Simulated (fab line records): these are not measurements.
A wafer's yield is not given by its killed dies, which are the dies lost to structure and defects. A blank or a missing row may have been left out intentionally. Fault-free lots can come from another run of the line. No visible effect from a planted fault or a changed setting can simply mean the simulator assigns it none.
Chamber matching -- flow gf180mcu -- GF_V5_CMP_04 on cmp-01 has 4 sister chambers
The step polishes SiO2. 18 wafers are shown with their chamber, then 9 later ones without.

== WAFERS, EACH WITH ITS CHAMBER ==
wafer,chamber,motor_current_A (A),slurry_flow_ml_min
L695.1,2,10.0,149.8
L695.4,3,14.6,150.4
L695.5,3,14.2,149.7
L696.2,1,11.0,150.4
L696.4,0,10.6,149.8
L696.5,3,15.0,149.0
L697.1,0,11.0,150.3
L697.3,2,9.8,150.0
L697.4,3,15.2,149.5
L698.1,1,10.7,149.1
L698.3,3,14.0,150.1
L698.6,0,10.9,149.4
L699.1,2,9.6,149.4
L699.2,0,11.6,150.8
L699.5,3,14.7,149.5
L700.1,2,10.7,149.9
L700.2,0,11.5,150.0
L700.6,0,11.3,150.2

SIGNATURES, as means of the wafers listed above
reading,chamber 0,chamber 1,chamber 2,chamber 3,scatter within a chamber
motor_current_A,11.150,10.850,10.025,14.617,0.424
slurry_flow_ml_min,150.083,149.750,149.775,149.700,0.493
Rule: a wafer lies at a distance from a chamber equal to the root of the sum of squares, over the readings, of (its reading less the chamber's mean, divided by the reading's scatter). If the next closest chamber is less than 2 further off than the closest, the wafer can't be placed; otherwise it belongs to the closest. The scatter: take each reading less its chamber's mean, square it, sum over the shown wafers, divide by the number of wafers less the number of chambers, and take the root.

== WAFERS MISSING THEIR CHAMBER ==
wafer,motor_current_A (A),slurry_flow_ml_min
L705.2,10.5,149.8
L705.3,14.0,150.6
L705.5,14.3,150.7
L706.1,11.0,150.3
L706.3,10.6,149.5
L706.4,11.2,149.5
L717.1,10.9,149.1
L717.2,14.7,150.7
L717.3,10.8,149.7

== WHICH CHAMBER EACH WENT THROUGH ==
wafer,from the rows above,in truth
L705.2,can't be placed: 1 or 2 or 0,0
L705.3,3,3
L705.5,3,3
L706.1,can't be placed: 0 or 1 or 2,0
L706.3,can't be placed: 1 or 2 or 0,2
L706.4,can't be placed: 1 or 0 or 2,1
L717.1,can't be placed: 1 or 0 or 2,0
L717.2,3,3
L717.3,can't be placed: 1 or 0 or 2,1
3 of 9 placed correctly. Cannot be placed on the basis of these rows: 6; the candidates contain the true chamber in 6. Placed wrongly: 0.
